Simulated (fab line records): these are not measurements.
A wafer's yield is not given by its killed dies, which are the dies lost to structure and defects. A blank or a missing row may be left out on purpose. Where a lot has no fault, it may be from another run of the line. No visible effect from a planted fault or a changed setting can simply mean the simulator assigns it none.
Which tool is to blame? | flow gf180mcu | 13 lots, 39 wafers sampled, at 7 steps of a route of 602

== WHAT THE GAUGES READ, wafer by wafer ==
GF_NWELL_OVL_MEAS_07.
lot  | measured    | on         | NWELL_OVL (nm)
L611 | day 3 14:21 | overlay-02 | -0.5 -0.9 -0.7
L612 | day 3 18:47 | overlay-02 | 1.1 -0.8 0.2
L613 | day 3 22:45 | overlay-02 | -1.2 -2.4 -1.5
L614 | day 4 04:05 | overlay-02 | -2.1 -0.4 -0.1
L616 | day 4 16:14 | overlay-02 | -2.9 -1.9 -1.2
L618 | day 5 02:53 | overlay-01 | -1.5 -2.1 -1.7
L619 | day 5 09:05 | overlay-02 | -0.1 -0.8 -0.7
L621 | day 5 20:01 | overlay-01 | -1.7 -2.2 -2.4
L624 | day 6 12:30 | overlay-01 | -2.2 -2.0 -2.0
L625 | day 6 16:44 | overlay-02 | - - -
L629 | day 7 14:57 | overlay-01 | -0.9 -0.6 0.2
L631 | day 8 01:53 | overlay-01 | -1.6 -2.1 -1.1
L633 | day 8 16:33 | overlay-01 | -1.8 -2.4 -0.5

GF_NWELL_TW_MEAS_11.
lot  | measured    | on            | NWELL_TW
L611 | day 3 14:47 | film-metro-01 | 1583 1586 1590
L612 | day 3 19:14 | film-metro-01 | 1584 1588 1598
L613 | day 3 23:11 | film-metro-03 | 1549 1544 1552
L614 | day 4 04:32 | film-metro-01 | 1601 1599 1597
L616 | day 4 16:41 | film-metro-01 | 1597 1594 1608
L618 | day 5 03:20 | film-metro-01 | 1590 1594 1583
L619 | day 5 09:31 | film-metro-03 | 1565 1563 1542
L621 | day 5 20:28 | film-metro-02 | 1544 1537 1529
L624 | day 6 12:56 | film-metro-01 | 1589 1584 1592
L625 | day 6 17:10 | film-metro-02 | 29 29 29
L629 | day 7 15:24 | film-metro-02 | 1537 1530 1535
L631 | day 8 02:19 | film-metro-03 | 1550 1549 1544
L633 | day 8 16:59 | film-metro-01 | 1577 1590 1585

GF_LVPWELL_TW_MEAS_11.
lot  | measured    | on            | LVPWELL_TW
L611 | day 4 04:29 | film-metro-01 | 566 567 567
L612 | day 4 09:35 | film-metro-01 | 570 565 566
L613 | day 4 12:35 | film-metro-01 | 566 566 565
L614 | day 4 17:22 | film-metro-01 | 568 569 571
L616 | day 5 06:50 | film-metro-03 | 552 551 551
L618 | day 5 17:56 | film-metro-03 | 551 552 551
L619 | day 6 00:49 | film-metro-01 | 567 565 565
L621 | day 6 11:34 | film-metro-01 | 564 562 562
L624 | day 7 04:26 | film-metro-02 | 547 548 546
L625 | day 7 09:14 | film-metro-03 | 1558 1543 1558
L629 | day 8 08:06 | film-metro-02 | 546 550 547
L631 | day 8 19:28 | film-metro-03 | 546 551 552
L633 | day 9 09:46 | film-metro-03 | 550 554 548

GF_VT_IMPLANT_RS_MEAS_48: the measuring method here is four-point-probe.
lot  | measured     | on            | LVPWELL_RS (ohm/sq)
L611 | day 7 22:23  | film-metro-02 | 1200 1201 1195
L612 | day 8 04:17  | film-metro-03 | 1200 1202 1200
L613 | day 8 09:35  | film-metro-01 | 1198 1199 1199
L614 | day 8 14:26  | film-metro-01 | 1194 1195 1193
L616 | day 9 05:17  | film-metro-02 | 1197 1196 1199
L618 | day 9 19:32  | film-metro-02 | 1198 1197 1199
L619 | day 10 04:17 | film-metro-01 | 1196 1196 1196
L621 | day 10 16:26 | film-metro-02 | 1198 1198 1199
L624 | day 11 11:29 | film-metro-03 | 1194 1191 1197
L625 | day 11 19:50 | film-metro-01 | 1202 1198 1200
L629 | day 12 20:01 | film-metro-03 | 1197 1194 1197
L631 | day 13 12:26 | film-metro-02 | 1193 1195 1195
L633 | day 14 05:14 | film-metro-01 | 1196 1192 1193

GF_HV_LDD_TW_MEAS_11.
lot  | measured     | on            | HV_LDD_TW
L611 | day 10 08:51 | film-metro-03 | 2371 2384 2370
L612 | day 10 15:03 | film-metro-03 | 2376 2379 2382
L613 | day 10 21:49 | film-metro-02 | 2359 2354 2350
L614 | day 11 02:45 | film-metro-03 | 2391 2365 2375
L616 | day 11 18:24 | film-metro-02 | 2351 2354 2353
L618 | day 12 11:42 | film-metro-01 | 2433 2435 2436
L619 | day 12 21:00 | film-metro-03 | 2357 2371 2360
L621 | day 13 10:53 | film-metro-03 | 2371 2369 2392
L624 | day 14 04:46 | film-metro-02 | 2362 2352 2367
L625 | day 14 16:45 | film-metro-01 | 2422 2432 2415
L629 | day 15 22:14 | film-metro-02 | 2361 2358 2371
L631 | day 16 13:51 | film-metro-01 | 2430 2437 2427
L633 | day 17 08:15 | film-metro-01 | 2426 2432 2441

GF_HV_LDD_CD_MEAS_19 targets a cd of 400 nm.
lot  | measured     | on        | cd-nm (nm)
L611 | day 11 03:17 | cd-sem-01 | 400.0 399.8 400.3
L612 | day 11 09:00 | cd-sem-02 | 397.1 398.6 398.7
L613 | day 11 15:46 | cd-sem-01 | 401.3 399.8 399.8
L614 | day 11 21:39 | cd-sem-01 | 398.3 400.3 400.1
L616 | day 12 13:38 | cd-sem-01 | 404.1 401.2 402.8
L618 | day 13 06:53 | cd-sem-02 | 401.2 400.5 403.0
L619 | day 13 16:59 | cd-sem-02 | 397.8 397.4 397.4
L621 | day 14 07:30 | cd-sem-01 | 394.1 396.5 399.0
L624 | day 15 01:16 | cd-sem-02 | 395.4 400.8 397.6
L625 | day 15 14:02 | cd-sem-01 | 395.1 397.8 394.9
L629 | day 16 20:29 | cd-sem-01 | 402.8 401.9 403.6
L631 | day 17 12:44 | cd-sem-01 | 398.6 399.7 400.8
L633 | day 18 07:26 | cd-sem-01 | 399.5 400.2 401.6

== TOOL THAT RAN EACH LOT (tool first, then ch and the chambers of the sampled wafers, then the start) ==
lot  | GF_NWELL_EXPOSE_04
L611 | iline-stepper-02 ch 0, day 3 08:02
L612 | iline-stepper-01 ch 0, day 3 12:31
L613 | iline-stepper-02 ch 0, day 3 16:07
L614 | iline-stepper-02 ch 0, day 3 21:05
L616 | iline-stepper-01 ch 0, day 4 09:33
L618 | iline-stepper-01 ch 0, day 4 20:14
L619 | iline-stepper-02 ch 0, day 5 02:22
L621 | iline-stepper-01 ch 0, day 5 13:39
L624 | iline-stepper-02 ch 0, day 6 05:22
L625 | iline-stepper-01 ch 0, day 6 08:55
L629 | iline-stepper-02 ch 0, day 7 07:12
L631 | iline-stepper-01 ch 0, day 7 17:56
L633 | iline-stepper-02 ch 0, day 8 08:25
- GF_NWELL_EXPOSE_04: exposes mask Nwell, target cd 860 nm.

== AS READ BY THE TOOLS THEMSELVES (means over the sampled wafers that have a number; for cases with no such wafer, the mark the record gives instead) ==
The record holds no such reading with a usual standard deviation.

== THE ANSWER, worked out from the rows above alone ==
Rule: what is usual is taken from the lots themselves. Put in order of their means at a reading, lots are off if they are a third of the lots or fewer, leave a main group of 4 or more, and stand apart from it by a gap of 3 or more times the standard deviation of the main group's means; of several such gaps the widest counts. If all means in a main group match to the digits the tables above print for the reading, that group is not used. Also off: a lot with no number at a reading for which 4 or more lots have one. The other lots that the step has rows for count as sound. The gauges are gone through in route order, then the tools' own readings, and for those a lot's mean is taken as printed above. At the first step where some lot is off, the reading lying furthest off is the one used; lots without a number count as furthest.
Off: L625, seen at GF_NWELL_OVL_MEAS_07 (NWELL_OVL). Without a number there: L625. The main group has a mean of -1.3 nm with a standard deviation of 0.72.
A tool fits if, at a process step before that reading, it ran every lot that is off, and no sound lot after the first of them. The gauges at GF_NWELL_OVL_MEAS_07 aren't tried: what is off there is off at GF_NWELL_TW_MEAS_11 too, on other tools, and a gauge's error can't cause that. Not one of the candidates tried fits.

== WHAT THE SIMULATOR PUT IN ==
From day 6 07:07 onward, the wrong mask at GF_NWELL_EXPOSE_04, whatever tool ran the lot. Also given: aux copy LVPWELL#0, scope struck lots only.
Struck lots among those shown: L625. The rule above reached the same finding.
